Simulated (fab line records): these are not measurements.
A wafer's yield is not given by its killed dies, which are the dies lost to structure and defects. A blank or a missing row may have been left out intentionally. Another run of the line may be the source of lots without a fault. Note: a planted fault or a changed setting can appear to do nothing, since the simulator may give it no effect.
The same fault as seen by 2 desks | flow gf180mcu | each desk holds nothing but its own numbers, with what lay behind them at the end

## DESK OF THE TOOL OWNER: implanter-03
GF_MVPSD_IMPLANT_09, tool's own readings: per-lot mean of the sampled wafers with a number, covering each lot this tool ran. Any lot whose mean is over 4 standard deviations away from the usual mean is out of limits and marked OUT; that distance is given in the brackets.
Columns: A = beam_on_s at GF_MVPSD_IMPLANT_09, usual 10.00 s; B = faraday_current_uA at GF_MVPSD_IMPLANT_09, usual 28.2
lot  | first seen here | A               | B
L997 | day 5 23:25     | 10.20           | 27.6
L998 | day 6 04:43     | 10.02           | 28.2
L999 | day 6 11:41     | 10.02           | 28.1
L108 | day 8 17:20     | 8.26 (-8.7) OUT | 34.1 (+11) OUT
L109 | day 9 00:57     | 8.11 (-9.5) OUT | 34.8 (+12) OUT
This desk's verdict: out of limits on L108, L109, starting with L108 at day 8 17:20 (beam_on_s at GF_MVPSD_IMPLANT_09). In limits: L997, L998, L999.

## THE METROLOGY DESK
Means of the sampled wafers that have a number, per lot and without regard to the tool the lot ran on: this is what the gauges read. Any lot whose mean is over 4 standard deviations away from the usual mean is out of limits and marked OUT; that distance is given in the brackets.
Columns: A = MVPSD_RS at GF_VT_IMPLANT_RS_MEAS_49, usual 1169 ohm/sq; B = V1_BOW at GF_V1_BOW_MEAS_05, usual 81 um
lot  | first seen here | A              | B
L993 | day 7 14:34     | 1173           | 77
L994 | day 7 20:48     | 1170           | 82
L995 | day 7 23:00     | 1167           | 77
L997 | day 8 16:08     | 1165           | 86
L998 | day 8 20:57     | 1165           | 75
L999 | day 9 03:51     | 1171           | 91
L102 | day 10 02:22    | 1172           | 79
L108 | day 11 17:36    | 1213 (+14) OUT | 81
L109 | day 12 03:02    | 1210 (+13) OUT | 85
L111 | day 12 14:01    | 1171           | 70
L113 | day 13 05:19    | 1171           | 83
L114 | day 13 10:27    | 1166           | 77
L115 | day 13 16:36    | 1169           | 81
This desk's result: L108, L109 out of limits, first on L108 (MVPSD_RS at GF_VT_IMPLANT_RS_MEAS_49), day 11 17:36. In limits: L993, L994, L995, L997, L998, L999, L102, L111, L113, L114, L115.

## BROUGHT TOGETHER
At day 8 17:20, on L108, L109, the tool owner's desk was in a position to raise an alarm.
Metrology desk: alarm possible at day 11 17:36 on L108, L109.
Every lot named ran GF_MVPSD_IMPLANT_09 on implanter-03.

## WHAT HAD BEEN PUT IN BY THE SIMULATOR
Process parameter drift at GF_MVPSD_IMPLANT_09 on implanter-03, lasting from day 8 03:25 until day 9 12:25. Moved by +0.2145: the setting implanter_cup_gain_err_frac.
Shown lots that were struck: L108, L109.
Fault start to first reading out of limits, in hours, per desk: tool owner, 14; metrology, 86.
